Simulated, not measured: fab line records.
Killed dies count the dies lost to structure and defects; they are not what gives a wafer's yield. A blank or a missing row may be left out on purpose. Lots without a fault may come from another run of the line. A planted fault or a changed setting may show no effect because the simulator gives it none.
fab line records    flow gf180mcu    part 1 of 2: steps 1 to 27 of 40
[record] lots = 5  wafers = 15  last-day = 34
route steps=602 shown V1@353 M2@362 V2@382
lots with no fault: from the same line, run without faults
start-h: hours from the record's opening day to when the first of the lot's shown wafers began    wait-h: hours from the lot's prior step to this one    " the same as in the row above    L1.1+2: a row that stands for several wafers    - no value, or no start was given    * or withheld: withheld    < > ~ a bound
route shown NAME@n: a module of which the file shows steps, and the number in the route of the first    usual: mean/standard deviation of fault-free wafers    same: alike in all rows    chamber/n: place in a boat    sites: each site's reading    _std_site: their standard deviation    _edge_site: outer sites' mean less inner sites'    radius-mm: for every site, how far away it sits from the centre of the wafer    mask NAME#n: copy n    behind: the most recent tool/chamber to have shaped the wafer    hold: why the lot went on hold/how many hours it stayed there/how the hold came to an end    device: the transistor (n, p or np) that didn't switch    end of line: the same wafers' tests at the end of the route    a step with no rows: only its recipe    killed: dies that structure and defects cost at the first sort, which is not the same as the wafer's yield    map: a wafer's dies, marking killed ones x, the rest . and places with no die _
set.NAME: the setting the step ran with; set.NAME@STEP: the setting that earlier step ran with    model.NAME: the simulator's own value behind a step, which no gauge read
lots at selected steps of the route; one table per step, one row per wafer
services: when a tool's chamber went out of use (start-h, in hours from the record's first day, below 0 if earlier), for how many hours, and the reason
[[steps]]
[step GF_V1_STRIP_18]
[recipe] chemistry = O2/N2  power-w = 1400  pressure-mtorr = 1500  platen-temp-c = 250  o2-flow-sccm = 3000  n2-flow-sccm = 300  overash-fraction = 0.5
[usual] drypump-motor-current-A = 5.2/0.34  heater-power-w = 348/39  oes-product-au = 0.592/0.0047
lot.wafer  tool             chamber  start-h  wait-h  drypump-motor-current-A  heater-power-w  oes-product-au  rf-hours-counter-h
L080.1     plasma-asher-04  0        469.09   -       5.2                      302             0.591           83
L080.4     "                1        "        "       5.3                      301             0.581           -
L080.5     "                1        "        "       5.3                      301             0.593           -
L087.2     plasma-asher-04  1        553.59   -       5.4                      307             0.588           93
L087.5     "                1        "        "       5.4                      296             0.592           -
L087.6     "                0        "        "       5.2                      315             0.589           -
L092.1     plasma-asher-01  1        574.86   -       5.5                      318             0.591           17
L092.3     "                0        "        "       5.6                      387             0.591           -
L092.5     "                0        "        "       5.7                      382             0.590           -
L095.4     plasma-asher-03  0        593.57   -       4.8                      400             0.598           -
L095.5     "                0        "        "       4.8                      399             0.592           -
L095.6     "                1        "        "       4.8                      367             0.588           -
L096.2     plasma-asher-01  1        600.59   -       5.5                      310             0.595           20
L096.4     "                0        "        "       5.7                      387             0.593           -
L096.5     "                0        "        "       5.7                      390             0.598           -
[step GF_V1_STRIP_19]
[recipe] chemistry = post-etch-residue-remover  time-s = 1200  temp-c = 72.5
lot.wafer   tool          chamber  start-h  wait-h
L080.1+4+5  wet-bench-04  1        469.19   0.1
L087.2+5+6  wet-bench-04  2        553.69   0.1
L092.1+3+5  wet-bench-01  2        574.98   0.1
L095.4+5+6  wet-bench-01  0        593.64   0.0
L096.2+4+5  wet-bench-02  0        600.69   0.1
[step GF_V1_CLEAN_20]
[recipe] chemistry = DIW  dry = n2-spin
lot.wafer   tool          chamber  start-h  wait-h
L080.1+4+5  wet-bench-02  3        469.53   0.0
L087.2+5+6  wet-bench-01  3        554.03   0.0
L092.1+3+5  wet-bench-04  0        575.35   0.0
L095.4+5+6  wet-bench-02  2        593.98   0.0
L096.2+4+5  wet-bench-04  0        601.03   0.0
[step GF_V1_SPUTTER_21]
[recipe] material = Ti  target-thk-nm = 15  chamber-pressure-pa = 5  power-w = 2500  substrate-temp-c = 200  time-s = 80.02
[usual] throttle-valve-pct = 30.5/1
lot.wafer  tool            chamber  start-h  wait-h  throttle-valve-pct
L080.1     pvd-sputter-01  -        469.63   0.0     30.9
L080.4     "               -        "        "       30.7
L080.5     "               -        "        "       31.0
L087.2     pvd-sputter-01  -        554.12   0.0     29.9
L087.5     "               -        "        "       30.9
L087.6     "               -        "        "       30.5
L092.1     pvd-sputter-03  -        575.45   0.0     31.3
L092.3     "               -        "        "       31.6
L092.5     "               -        "        "       32.0
L095.4     pvd-sputter-01  -        594.07   0.0     31.1
L095.5     "               -        "        "       29.9
L095.6     "               -        "        "       30.4
L096.2     pvd-sputter-03  -        601.12   0.0     29.8
L096.4     "               -        "        "       32.0
L096.5     "               -        "        "       32.2
[step GF_V1_SPUTTER_22]
[recipe] material = TiN  target-thk-nm = 10  chamber-pressure-pa = 5  power-w = 4000  time-s = 40
[usual] throttle-valve-pct = 30.5/1
lot.wafer  tool            chamber  start-h  wait-h  throttle-valve-pct
L080.1     pvd-sputter-01  -        469.69   0.0     30.9
L080.4     "               -        "        "       30.6
L080.5     "               -        "        "       30.9
L087.2     pvd-sputter-01  -        554.19   0.0     29.7
L087.5     "               -        "        "       30.9
L087.6     "               -        "        "       30.8
L092.1     pvd-sputter-03  -        575.51   0.0     31.7
L092.3     "               -        "        "       31.8
L092.5     "               -        "        "       32.3
L095.4     pvd-sputter-01  -        594.14   0.0     31.2
L095.5     "               -        "        "       29.8
L095.6     "               -        "        "       30.2
L096.2     pvd-sputter-03  -        601.19   0.0     29.8
L096.4     "               -        "        "       32.1
L096.5     "               -        "        "       32.0
[step GF_V1_CVD_23]
[recipe] material = W  target-thk-nm = 350  time-s = 105.05  temp-c = 400  pressure-torr = 40
[usual] heater-power-w = 841/99
lot.wafer  tool      chamber  start-h  wait-h  heater-power-w
L080.1     cvd-w-01  1        469.73   0.0     845
L080.4     "         1        "        "       829
L080.5     "         1        "        "       833
L087.2     cvd-w-02  1        554.22   0.0     962
L087.5     "         1        "        "       943
L087.6     "         0        "        "       678
L092.1     cvd-w-01  1        575.55   0.0     869
L092.3     "         1        "        "       825
L092.5     "         0        "        "       808
L095.4     cvd-w-01  0        594.21   0.1     807
L095.5     "         0        "        "       827
L095.6     "         1        "        "       836
L096.2     cvd-w-02  0        601.22   0.0     682
L096.4     "         1        "        "       958
L096.5     "         1        "        "       982
[step GF_V1_RS_MEAS_24]
[recipe] thk-meas-gauge = four-point-probe  reads = W_of_V1_CVD_23+TiN_of_V1_SPUTTER_22+Ti_of_V1_SPUTTER_21
[usual] V1_W_RS = 0.322/0.0039
lot.wafer  tool           chamber  start-h  wait-h  V1_W_RS[ohm/sq]
L080.1     film-metro-03  -        469.84   0.1     0.330
L080.4     "              -        "        "       0.328
L080.5     "              -        "        "       0.329
L087.2     film-metro-01  -        554.36   0.1     0.320
L087.5     "              -        "        "       0.320
L087.6     "              -        "        "       0.323
L092.1     film-metro-01  -        575.66   0.1     0.328
L092.3     "              -        "        "       0.329
L092.5     "              -        "        "       0.319
L095.4     film-metro-03  -        594.35   0.1     0.318
L095.5     "              -        "        "       0.321
L095.6     "              -        "        "       0.325
L096.2     film-metro-03  -        601.36   0.1     0.319
L096.4     "              -        "        "       0.317
L096.5     "              -        "        "       0.321
[step GF_V1_THK_MEAS_25]
[recipe] thk-meas-gauge = xrf  reads = W_of_V1_CVD_23
[usual] V1_W_THK = 347/5.6
lot.wafer  tool           chamber  start-h  wait-h  V1_W_THK[nm]
L080.1     film-metro-03  -        469.96   0.1     338
L080.4     "              -        "        "       342
L080.5     "              -        "        "       339
L087.2     film-metro-01  -        554.47   0.1     355
L087.5     "              -        "        "       352
L087.6     "              -        "        "       350
L092.1     film-metro-01  -        575.78   0.1     346
L092.3     "              -        "        "       346
L092.5     "              -        "        "       353
L095.4     film-metro-03  -        594.44   0.1     349
L095.5     "              -        "        "       350
L095.6     "              -        "        "       344
L096.2     film-metro-03  -        601.47   0.1     351
L096.4     "              -        "        "       355
L096.5     "              -        "        "       351
[step GF_V1_CMP_26]
[recipe] stop-on = SiO2  down-force-psi = 3.5  platen-rpm = 60  t-overpolish-s = 15  target-thk-nm = 0  pad-velocity-m-s = 0.94248
[usual] motor-current-A = 11.2/1.9  overpolish-run-s = 15.000/0.0093  time-to-endpoint-s = 88/4.3
lot.wafer  tool    chamber  start-h  wait-h  motor-current-A  overpolish-run-s  time-to-endpoint-s
L080.4     cmp-01  3        470.02   0.0     9.1              15.008            84
L080.1     "       1        "        "       11.9             14.994            85
L080.5     "       0        "        "       12.4             15.014            88
L087.2     cmp-01  2        556.08   1.6     8.9              14.991            93
L087.5     "       1        "        "       11.5             15.010            91
L087.6     "       2        "        "       9.1              14.993            93
L092.3     cmp-01  2        575.84   0.0     8.9              14.983            86
L092.1     "       3        "        "       8.9              15.003            87
L092.5     "       3        "        "       9.3              15.008            88
L095.4     cmp-01  3        594.47   0.0     9.7              14.997            93
L095.5     "       3        "        "       9.5              14.997            89
L095.6     "       0        "        "       12.7             14.989            90
L096.4     cmp-01  1        601.57   0.1     11.6             14.992            93
L096.2     "       3        "        "       9.5              14.984            94
L096.5     "       0        "        "       12.6             14.998            95
[step GF_M2_SPUTTER_00]
[recipe] material = Ti  target-thk-nm = 37.5  arriving-ion-energy-ev = 80  substrate-temp-c = 200  chamber-pressure-pa = 2  power-w = 4000  time-s = 150
[usual] throttle-valve-pct = 30.0/0.94
lot.wafer  tool            chamber  start-h  wait-h  throttle-valve-pct
L080.1     pvd-sputter-04  -        470.32   0.1     30.4
L080.4     "               -        "        "       31.0
L080.5     "               -        "        "       28.7
L087.2     pvd-sputter-01  -        556.33   0.2     30.0
L087.5     "               -        "        "       30.6
L087.6     "               -        "        "       31.1
L092.1     pvd-sputter-01  -        576.14   0.2     30.9
L092.3     "               -        "        "       30.4
L092.5     "               -        "        "       30.8
L095.4     pvd-sputter-04  -        594.77   0.2     28.9
L095.5     "               -        "        "       28.7
L095.6     "               -        "        "       30.6
L096.2     pvd-sputter-02  -        601.82   0.1     30.0
L096.4     "               -        "        "       29.5
L096.5     "               -        "        "       28.2
[step GF_M2_SPUTTER_01]
[recipe] material = TiN  target-thk-nm = 30  power-w = 6500  time-s = 25  chamber-pressure-pa = 0.4
[usual] throttle-valve-pct = 30.0/0.95
lot.wafer  tool            chamber  start-h  wait-h  throttle-valve-pct
L080.1     pvd-sputter-04  -        470.42   0.1     30.6
L080.4     "               -        "        "       30.9
L080.5     "               -        "        "       28.8
L087.2     pvd-sputter-01  -        556.43   0.1     29.9
L087.5     "               -        "        "       30.8
L087.6     "               -        "        "       31.0
L092.1     pvd-sputter-01  -        576.24   0.1     30.9
L092.3     "               -        "        "       30.7
L092.5     "               -        "        "       30.8
L095.4     pvd-sputter-04  -        594.87   0.1     28.6
L095.5     "               -        "        "       28.5
L095.6     "               -        "        "       30.4
L096.2     pvd-sputter-02  -        601.92   0.1     30.2
L096.4     "               -        "        "       29.8
L096.5     "               -        "        "       28.1
[step GF_M2_SPUTTER_02]
[recipe] material = AlCu  target-thk-nm = 450  power-w = 10600  time-s = 23.9  chamber-pressure-pa = 0.4
[usual] throttle-valve-pct = 30.0/0.96
lot.wafer  tool            chamber  start-h  wait-h  throttle-valve-pct
L080.1     pvd-sputter-04  -        470.45   0.0     30.5
L080.4     "               -        "        "       30.8
L080.5     "               -        "        "       28.5
L087.2     pvd-sputter-01  -        556.46   0.0     29.6
L087.5     "               -        "        "       30.7
L087.6     "               -        "        "       31.0
L092.1     pvd-sputter-01  -        576.27   0.0     31.0
L092.3     "               -        "        "       30.4
L092.5     "               -        "        "       31.1
L095.4     pvd-sputter-04  -        594.90   0.0     28.8
L095.5     "               -        "        "       28.8
L095.6     "               -        "        "       30.4
L096.2     pvd-sputter-02  -        601.95   0.0     30.2
L096.4     "               -        "        "       29.5
L096.5     "               -        "        "       28.3
[step GF_M2_SPUTTER_03]
[recipe] material = Ti  target-thk-nm = 10  substrate-temp-c = 300  chamber-pressure-pa = 0.3  power-w = 3000  time-s = 6.7
[usual] throttle-valve-pct = 30.0/0.95
lot.wafer  tool            chamber  start-h  wait-h  throttle-valve-pct
L080.1     pvd-sputter-04  -        470.48   0.0     30.5
L080.4     "               -        "        "       31.1
L080.5     "               -        "        "       28.7
L087.2     pvd-sputter-01  -        556.49   0.0     29.9
L087.5     "               -        "        "       30.8
L087.6     "               -        "        "       31.1
L092.1     pvd-sputter-01  -        576.30   0.0     31.0
L092.3     "               -        "        "       30.3
L092.5     "               -        "        "       30.6
L095.4     pvd-sputter-04  -        594.93   0.0     28.7
L095.5     "               -        "        "       28.8
L095.6     "               -        "        "       30.5
L096.2     pvd-sputter-02  -        601.98   0.0     30.1
L096.4     "               -        "        "       29.8
L096.5     "               -        "        "       28.1
[step GF_M2_SPUTTER_04]
[recipe] material = TiN  target-thk-nm = 50  power-w = 6500  time-s = 41.7  chamber-pressure-pa = 0.4
[usual] throttle-valve-pct = 30.0/0.94
lot.wafer  tool            chamber  start-h  wait-h  throttle-valve-pct
L080.1     pvd-sputter-04  -        470.50   0.0     30.4
L080.4     "               -        "        "       31.1
L080.5     "               -        "        "       28.7
L087.2     pvd-sputter-01  -        556.51   0.0     29.8
L087.5     "               -        "        "       30.7
L087.6     "               -        "        "       31.2
L092.1     pvd-sputter-01  -        576.32   0.0     30.4
L092.3     "               -        "        "       30.5
L092.5     "               -        "        "       30.9
L095.4     pvd-sputter-04  -        594.95   0.0     28.4
L095.5     "               -        "        "       28.7
L095.6     "               -        "        "       30.1
L096.2     pvd-sputter-02  -        602.00   0.0     30.0
L096.4     "               -        "        "       29.6
L096.5     "               -        "        "       28.2
[step GF_M2_RS_MEAS_05]
[recipe] thk-meas-gauge = four-point-probe  reads = TiN_of_M2_SPUTTER_04+Ti_of_M2_SPUTTER_03+AlCu_of_M2_SPUTTER_02+TiN_of_M2_SPUTTER_01+Ti_of_M2_SPUTTER_00
[usual] M2_ALCU_RS = 0.0696/0.00069
lot.wafer  tool           chamber  start-h  wait-h  M2_ALCU_RS[ohm/sq]
L080.1     film-metro-04  -        470.54   0.0     0.0686
L080.4     "              -        "        "       0.0690
L080.5     "              -        "        "       0.0700
L087.2     film-metro-04  -        556.57   0.0     0.0705
L087.5     "              -        "        "       0.0703
L087.6     "              -        "        "       0.0701
L092.1     film-metro-03  -        576.36   0.0     0.0693
L092.3     "              -        "        "       0.0695
L092.5     "              -        "        "       0.0699
L095.4     film-metro-03  -        595.05   0.1     0.0701
L095.5     "              -        "        "       0.0702
L095.6     "              -        "        "       0.0697
L096.2     film-metro-02  -        602.06   0.0     0.0694
L096.4     "              -        "        "       0.0691
L096.5     "              -        "        "       0.0689
[step GF_M2_THK_MEAS_06]
[recipe] thk-meas-gauge = xrf  reads = AlCu_of_M2_SPUTTER_02
[usual] M2_ALCU_THK = 452/4.7
lot.wafer  tool           chamber  start-h  wait-h  M2_ALCU_THK[nm]
L080.1     film-metro-04  -        470.66   0.1     458
L080.4     "              -        "        "       452
L080.5     "              -        "        "       446
L087.2     film-metro-04  -        556.68   0.1     451
L087.5     "              -        "        "       450
L087.6     "              -        "        "       452
L092.1     film-metro-03  -        576.48   0.1     453
L092.3     "              -        "        "       452
L092.5     "              -        "        "       449
L095.4     film-metro-03  -        595.14   0.1     446
L095.5     "              -        "        "       446
L095.6     "              -        "        "       450
L096.2     film-metro-02  -        602.17   0.1     458
L096.4     "              -        "        "       458
L096.5     "              -        "        "       461
[step GF_M2_DEHYDRATE_07]
[recipe] temp-c = 200  time-s = 60
[usual] plate-temp-C = 200.00/0.15
lot.wafer  tool            chamber  start-h  wait-h  plate-temp-C
L080.1     litho-track-04  0        482.12   11.5    199.90
L080.4     "               0        "        "       199.89
L080.5     "               0        "        "       199.90
L087.2     litho-track-03  0        567.11   10.4    200.07
L087.5     "               0        "        "       200.16
L087.6     "               0        "        "       200.03
L092.1     litho-track-03  0        586.83   10.3    200.22
L092.3     "               0        "        "       199.98
L092.5     "               0        "        "       200.27
L095.4     litho-track-03  0        605.46   10.3    200.26
L095.5     "               0        "        "       200.10
L095.6     "               0        "        "       200.21
L096.2     litho-track-03  0        612.31   10.1    199.93
L096.4     "               0        "        "       199.67
L096.5     "               0        "        "       199.91
[step GF_M2_HMDS_08]
[recipe] prime-time-s = 60  prime-temp-c = 120
lot.wafer   tool            chamber  start-h  wait-h
L080.1+4+5  litho-track-04  0        482.27   0.1
L087.2+5+6  litho-track-03  0        567.26   0.1
L092.1+3+5  litho-track-03  0        586.98   0.1
L095.4+5+6  litho-track-03  0        605.61   0.1
L096.2+4+5  litho-track-03  0        612.46   0.1
[step GF_M2_COAT_09]
[recipe] resist = KrF  spin-rpm = withheld  resist-thk-nm = 1000
lot.wafer   tool            chamber  start-h  wait-h
L080.1+4+5  litho-track-04  0        482.42   0.1
L087.2+5+6  litho-track-03  0        567.41   0.1
L092.1+3+5  litho-track-03  0        587.13   0.1
L095.4+5+6  litho-track-03  0        605.76   0.1
L096.2+4+5  litho-track-03  0        612.61   0.1
[step GF_M2_SOFTBAKE_10]
[recipe] temp-c = 130  time-s = 60  resist = KrF
[usual] plate-temp-C = 130.01/0.12
lot.wafer  tool            chamber  start-h  wait-h  plate-temp-C
L080.1     litho-track-04  0        482.57   0.1     129.97
L080.4     "               0        "        "       130.02
L080.5     "               0        "        "       130.00
L087.2     litho-track-03  0        567.56   0.1     129.79
L087.5     "               0        "        "       129.86
L087.6     "               0        "        "       129.80
L092.1     litho-track-03  0        587.28   0.1     130.05
L092.3     "               0        "        "       129.98
L092.5     "               0        "        "       129.98
L095.4     litho-track-03  0        605.91   0.1     129.93
L095.5     "               0        "        "       129.86
L095.6     "               0        "        "       130.18
L096.2     litho-track-03  0        612.76   0.1     129.92
L096.4     "               0        "        "       129.99
L096.5     "               0        "        "       130.08
[step GF_M2_EXPOSE_11]
[recipe] mask-id = Metal2  target-cd-nm = 280  na = 0.68  source-shape = conventional  sigma-outer = 0.6  dose-mj = 28
lot.wafer   tool            chamber  start-h  wait-h  mask
L080.1+4+5  krf-scanner-02  0        -        -       Metal2#0
L087.2+5+6  krf-scanner-02  0        -        -       Metal2#0
L092.1+3+5  krf-scanner-01  0        -        -       Metal2#0
L095.4+5+6  krf-scanner-01  0        -        -       Metal2#0
L096.2+4+5  krf-scanner-01  0        -        -       Metal2#0
[step GF_M2_PEB_12]
[recipe] peb-temp-c = 135  peb-time-s = 90  resist = KrF
[usual] plate-temp-C = 135.02/0.14
lot.wafer  tool            chamber  start-h  wait-h  plate-temp-C
L080.1     litho-track-04  0        -        -       134.86
L080.4     "               0        "        "       134.97
L080.5     "               0        "        "       134.98
L087.2     litho-track-01  0        -        -       134.88
L087.5     "               0        "        "       134.89
L087.6     "               0        "        "       134.76
L092.1     litho-track-03  0        -        -       135.06
L092.3     "               0        "        "       134.88
L092.5     "               0        "        "       134.87
L095.4     litho-track-04  0        -        -       135.35
L095.5     "               0        "        "       135.13
L095.6     "               0        "        "       135.00
L096.2     litho-track-01  0        -        -       134.93
L096.4     "               0        "        "       135.13
L096.5     "               0        "        "       135.23
[step GF_M2_DEVELOP_13]
[recipe] develop-time-s = 60  dev-temp-c = 21
lot.wafer   tool            chamber  start-h  wait-h
L080.1+4+5  litho-track-04  0        494.77   0.2
L087.2+5+6  litho-track-01  0        578.27   0.2
L092.1+3+5  litho-track-03  0        597.33   0.2
L095.4+5+6  litho-track-04  0        616.55   0.1
L096.2+4+5  litho-track-01  0        622.32   0.2
[step GF_M2_CD_MEAS_14]
[recipe] target-cd-nm = 280
[usual] cd-nm = 280.2/1.4
lot.wafer  tool       chamber  start-h  wait-h  cd-nm
L080.1     cd-sem-01  -        494.92   0.1     281.4
L080.4     "          -        "        "       282.5
L080.5     "          -        "        "       281.2
L087.2     cd-sem-01  -        578.42   0.1     281.9
L087.5     "          -        "        "       282.2
L087.6     "          -        "        "       282.1
L092.1     cd-sem-01  -        597.48   0.1     280.8
L092.3     "          -        "        "       280.4
L092.5     "          -        "        "       280.0
L095.4     cd-sem-02  -        616.68   0.1     281.6
L095.5     "          -        "        "       281.5
L095.6     "          -        "        "       280.5
L096.2     cd-sem-01  -        622.47   0.1     279.9
L096.4     "          -        "        "       280.1
L096.5     "          -        "        "       279.1
[step GF_M2_OVL_MEAS_15]
[usual] M2_OVL = -3/4.9
lot.wafer  tool        chamber  start-h  wait-h  M2_OVL[nm]
L080.1     overlay-01  -        495.04   0.1     -5
L080.4     "           -        "        "       -5
L080.5     "           -        "        "       -4
L087.2     overlay-01  -        578.52   0.1     -4
L087.5     "           -        "        "       -6
L087.6     "           -        "        "       -3
L092.1     overlay-01  -        597.60   0.1     10
L092.3     "           -        "        "       6
L092.5     "           -        "        "       5
L095.4     overlay-02  -        616.76   0.1     -6
L095.5     "           -        "        "       -9
L095.6     "           -        "        "       -3
L096.2     overlay-02  -        622.57   0.1     -3
L096.4     "           -        "        "       5
L096.5     "           -        "        "       1
[step GF_M2_METAL_ETCH_16]
[recipe] chemistry = Cl2/BCl3  mask-material = KrF  target-depth-nm = 750.8  stop-on = SiO2  pressure-mtorr = 8  icp-w = 800  bias-w = 140  Cl2_flow_sccm = 80  bcl3-flow-sccm = 40  time-s = 125.1
[usual] drypump-motor-current-A = 5.7/0.34  oes-product-au = 0.986/0.0064  throttle-valve-pct = 28.234/0.011
lot.wafer  tool          chamber  start-h  wait-h  drypump-motor-current-A  oes-product-au  rf-hours-counter-h  throttle-valve-pct
L080.1     rie-metal-01  0        495.08   0.0     5.8                      0.982           10                  28.228
L080.4     "             0        "        "       5.8                      0.969           -                   28.244
L080.5     "             0        "        "       5.8                      0.985           -                   28.260
L087.2     rie-metal-01  1        578.55   0.0     5.3                      0.982           3                   28.238
L087.5     "             1        "        "       5.3                      0.979           -                   28.233
L087.6     "             0        "        "       5.9                      0.992           -                   28.228
L092.1     rie-metal-03  1        597.64   0.0     6.1                      0.976           12                  28.235
L092.3     "             0        "        "       6.1                      0.999           -                   28.229
L092.5     "             1        "        "       6.1                      0.987           -                   28.232
L095.4     rie-metal-01  1        616.82   0.1     5.3                      0.983           -                   28.226
L095.5     "             0        "        "       5.9                      0.982           -                   28.221
L095.6     "             1        "        "       5.3                      0.988           -                   28.231
L096.2     rie-metal-01  0        622.60   0.0     5.8                      0.987           2                   28.224
L096.4     "             1        "        "       5.3                      0.988           -                   28.229
L096.5     "             1        "        "       5.3                      0.992           -                   28.228
[step GF_M2_STRIP_17]
[recipe] chemistry = O2/N2  power-w = 1400  pressure-mtorr = 1500  platen-temp-c = 250  o2-flow-sccm = 3000  n2-flow-sccm = 300  overash-fraction = 0.5
[usual] drypump-motor-current-A = 5.4/0.59  heater-power-w = 339/37  oes-product-au = 0.539/0.0052  strip-time-to-endpoint-s = 7.42/0.05
lot.wafer  tool             chamber  start-h  wait-h  drypump-motor-current-A  heater-power-w  oes-product-au  rf-hours-counter-h  strip-time-to-endpoint-s
L080.1     plasma-asher-03  1        495.21   0.1     4.8                      364             0.536           70                  7.47
L080.4     "                0        "        "       4.8                      401             0.543           -                   7.52
L080.5     "                1        "        "       4.8                      366             0.551           -                   7.46
L087.2     plasma-asher-03  0        578.68   0.1     4.8                      393             0.537           76                  7.47
L087.5     "                1        "        "       4.8                      359             0.542           -                   7.48
L087.6     "                0        "        "       4.8                      403             0.546           -                   7.43
L092.1     plasma-asher-02  0        597.77   0.1     6.3                      299             0.537           50                  7.44
L092.3     "                0        "        "       6.3                      308             0.545           -                   7.32
L092.5     "                1        "        "       6.4                      356             0.540           -                   7.42
L095.4     plasma-asher-02  1        616.94   0.1     6.4                      359             0.541           -                   7.45
L095.5     "                0        "        "       6.3                      303             0.530           -                   7.44
L095.6     "                1        "        "       6.4                      346             0.532           -                   7.40
L096.2     plasma-asher-03  1        622.73   0.1     4.8                      360             0.547           81                  7.49
L096.4     "                0        "        "       4.8                      386             0.536           -                   7.49
L096.5     "                1        "        "       4.8                      360             0.541           -                   7.42
